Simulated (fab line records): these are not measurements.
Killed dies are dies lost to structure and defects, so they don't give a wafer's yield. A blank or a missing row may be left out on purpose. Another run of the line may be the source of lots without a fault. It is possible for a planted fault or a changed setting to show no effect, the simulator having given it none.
Which of the tools did it? + flow gf180mcu + Sampling: 12 lots, 36 wafers, 5 of 602 route steps

== WHAT THE GAUGES SHOWED, per wafer ==
GF_V1_THK_MEAS_25: measures by xrf. Usual: for V1_W_THK the level is 353 nm and the standard deviation is 5.2.
| lot  | measured     | on            | V1_W_THK (nm) | flag |
|------|--------------|---------------|---------------|------|
| L655 | day 17 22:07 | film metro-02 | 359 355 358   |      |
| L656 | day 18 13:02 | film metro-02 | 353 351 349   |      |
| L658 | day 19 04:14 | film metro-02 | 361 361 356   |      |
| L659 | day 19 08:47 | film metro-02 | 359 360 361   |      |
| L660 | day 20 05:41 | film metro-01 | 350 351 350   |      |
| L664 | day 21 14:44 | film metro-01 | 343 353 348   |      |
| L666 | day 22 10:54 | film metro-02 | 358 351 355   |      |
| L667 | day 22 14:22 | film metro-03 | 352 354 351   |      |
| L670 | day 23 21:14 | film metro-01 | 343 347 343   |      |
| L675 | day 25 14:26 | film metro-02 | 355 356 359   |      |
| L677 | day 25 20:03 | film metro-01 | 344 348 351   |      |
| L678 | day 26 04:55 | film metro-01 | 344 346 348   |      |

GF_V2_THK_MEAS_01. Usual: for V2_CVD_00_THK the level is 594 nm and the standard deviation is 6.4.
| lot  | measured     | on            | V2_CVD_00_THK (nm) | flag |
|------|--------------|---------------|--------------------|------|
| L655 | day 18 23:53 | film metro-03 | 600 602 610        |      |
| L656 | day 19 14:52 | film metro-04 | 602 596 589        |      |
| L658 | day 20 05:40 | film metro-02 | 605 602 601        |      |
| L659 | day 20 10:31 | film metro-02 | 586 599 595        |      |
| L660 | day 21 07:25 | film metro-04 | 599 594 599        |      |
| L664 | day 22 15:34 | film metro-03 | 595 593 599        |      |
| L666 | day 23 11:07 | film metro-02 | 586 592 599        |      |
| L667 | day 23 14:34 | film metro-03 | 582 595 599        |      |
| L670 | day 24 20:43 | film metro-03 | 600 598 600        |      |
| L675 | day 26 12:28 | film metro-02 | 587 595 593        |      |
| L677 | day 26 19:02 | film metro-03 | 583 585 586        |      |
| L678 | day 27 02:01 | film metro-03 | 589 589 583        |      |

== WHICH TOOL RAN EACH LOT (tool, then ch and the chambers of the sampled wafers, then the start) ==
| lot  | GF_M2_SPUTTER_02             | GF_M2_SPUTTER_04             | GF_M2_METAL_ETCH_16               |
|------|------------------------------|------------------------------|-----------------------------------|
| L655 | pvd sputter-01, day 17 22:35 | pvd sputter-01, day 17 22:38 | rie metal-04 ch 0,1, day 18 23:11 |
| L656 | pvd sputter-04, day 18 13:32 | pvd sputter-04, day 18 13:35 | rie metal-03 ch 0, day 19 14:06   |
| L658 | pvd sputter-01, day 19 04:44 | pvd sputter-01, day 19 04:47 | rie metal-04 ch 0,1, day 20 04:52 |
| L659 | pvd sputter-04, day 19 09:25 | pvd sputter-04, day 19 09:28 | rie metal-01 ch 0,1, day 20 09:28 |
| L660 | pvd sputter-04, day 20 06:11 | pvd sputter-04, day 20 06:14 | rie metal-03 ch 0,1, day 21 06:40 |
| L664 | pvd sputter-02, day 21 15:13 | pvd sputter-02, day 21 15:16 | rie metal-03 ch 1, day 22 14:46   |
| L666 | pvd sputter-01, day 22 11:23 | pvd sputter-01, day 22 11:26 | rie metal-04 ch 0,1, day 23 10:24 |
| L667 | pvd sputter-02, day 22 14:51 | pvd sputter-02, day 22 14:54 | rie metal-04 ch 0,1, day 23 13:51 |
| L670 | pvd sputter-02, day 23 21:43 | pvd sputter-02, day 23 21:46 | rie metal-01 ch 1, day 24 19:57   |
| L675 | pvd sputter-02, day 25 14:56 | pvd sputter-02, day 25 14:59 | rie metal-01 ch 0,1, day 26 11:45 |
| L677 | pvd sputter-04, day 25 20:32 | pvd sputter-04, day 25 20:35 | rie metal-03 ch 0,1, day 26 17:59 |
| L678 | pvd sputter-01, day 26 05:25 | pvd sputter-01, day 26 05:28 | rie metal-04 ch 0,1, day 27 01:17 |
- GF_M2_SPUTTER_02: material AlCu, target thk 450 nm, time 23.9 s.
- GF_M2_SPUTTER_04: material TiN, target thk 50 nm, time 41.7 s.
- GF_M2_METAL_ETCH_16: etches the open film in Cl2/BCl3, stops on SiO2, target depth 627.5 nm, time 104.6 s.

== WHAT THE TOOLS THEMSELVES READ (means of the sampled wafers that have a number; where no wafer has one, the mark that the record gives instead) ==
GF_M2_SPUTTER_02. Usual: throttle valve pct 30.5 %, standard deviation 1.1.
| lot  | tool           | throttle valve pct (%) | flag |
|------|----------------|------------------------|------|
| L655 | pvd sputter-01 | 30.6                   |      |
| L656 | pvd sputter-04 | 29.8                   |      |
| L658 | pvd sputter-01 | 30.7                   |      |
| L659 | pvd sputter-04 | 30.4                   |      |
| L660 | pvd sputter-04 | 30.2                   |      |
| L664 | pvd sputter-02 | 29.4                   |      |
| L666 | pvd sputter-01 | 31.3                   |      |
| L667 | pvd sputter-02 | 29.5                   |      |
| L670 | pvd sputter-02 | 29.2                   |      |
| L675 | pvd sputter-02 | 29.9                   |      |
| L677 | pvd sputter-04 | 29.8                   |      |
| L678 | pvd sputter-01 | 30.9                   |      |

GF_M2_SPUTTER_04. Usual: throttle valve pct 30.5 %, standard deviation 1.1.
| lot  | tool           | throttle valve pct (%) | flag |
|------|----------------|------------------------|------|
| L655 | pvd sputter-01 | 30.5                   |      |
| L656 | pvd sputter-04 | 29.8                   |      |
| L658 | pvd sputter-01 | 30.9                   |      |
| L659 | pvd sputter-04 | 30.3                   |      |
| L660 | pvd sputter-04 | 30.4                   |      |
| L664 | pvd sputter-02 | 29.3                   |      |
| L666 | pvd sputter-01 | 31.4                   |      |
| L667 | pvd sputter-02 | 29.4                   |      |
| L670 | pvd sputter-02 | 29.1                   |      |
| L675 | pvd sputter-02 | 29.8                   |      |
| L677 | pvd sputter-04 | 29.8                   |      |
| L678 | pvd sputter-01 | 30.8                   |      |

GF_M2_METAL_ETCH_16. Usual: drypump motor current A 5.7 A, standard deviation 0.41; oes product au 0.971 a.u., standard deviation 0.007; throttle valve pct 28.252 %, standard deviation 0.01.
| lot  | tool         | drypump motor current A (A) | oes product au (a.u.) | throttle valve pct (%) | flag |
|------|--------------|-----------------------------|-----------------------|------------------------|------|
| L655 | rie metal-04 | 5.6                         | 0.972                 | 28.252                 |      |
| L656 | rie metal-03 | 5.3                         | 0.979                 | 28.240                 |      |
| L658 | rie metal-04 | 6.0                         | 0.972                 | 28.252                 |      |
| L659 | rie metal-01 | 5.4                         | 0.969                 | 28.254                 |      |
| L660 | rie metal-03 | 5.5                         | 0.972                 | 28.266                 |      |
| L664 | rie metal-03 | 5.9                         | 0.969                 | 28.265                 |      |
| L666 | rie metal-04 | 6.0                         | 0.984                 | 28.239                 |      |
| L667 | rie metal-04 | 5.6                         | 0.968                 | 28.256                 |      |
| L670 | rie metal-01 | 5.4                         | 0.976                 | 28.244                 |      |
| L675 | rie metal-01 | 5.4                         | 0.970                 | 28.256                 |      |
| L677 | rie metal-03 | 5.7                         | 0.961                 | 28.260                 |      |
| L678 | rie metal-04 | 6.0                         | 0.971                 | 28.258                 |      |

== THE ANSWER, worked out from the rows above alone ==
Rule: lot off if the mean of its wafers having a number is beyond 3 standard deviations from the usual mean. A lot without any number at a reading at which 4 lots or more have one is off too. Where the step has rows for the other lots, those lots are counted as sound. The gauges are gone through in route order, then the tools' own readings, and for those a lot's mean is taken as printed above. At the first step where some lot is off, the reading lying furthest off is the one used; lots without a number count as furthest.
None of the lots is off at any reading shown; this tells nothing.

== WHAT HAD BEEN PUT IN BY THE SIMULATOR ==
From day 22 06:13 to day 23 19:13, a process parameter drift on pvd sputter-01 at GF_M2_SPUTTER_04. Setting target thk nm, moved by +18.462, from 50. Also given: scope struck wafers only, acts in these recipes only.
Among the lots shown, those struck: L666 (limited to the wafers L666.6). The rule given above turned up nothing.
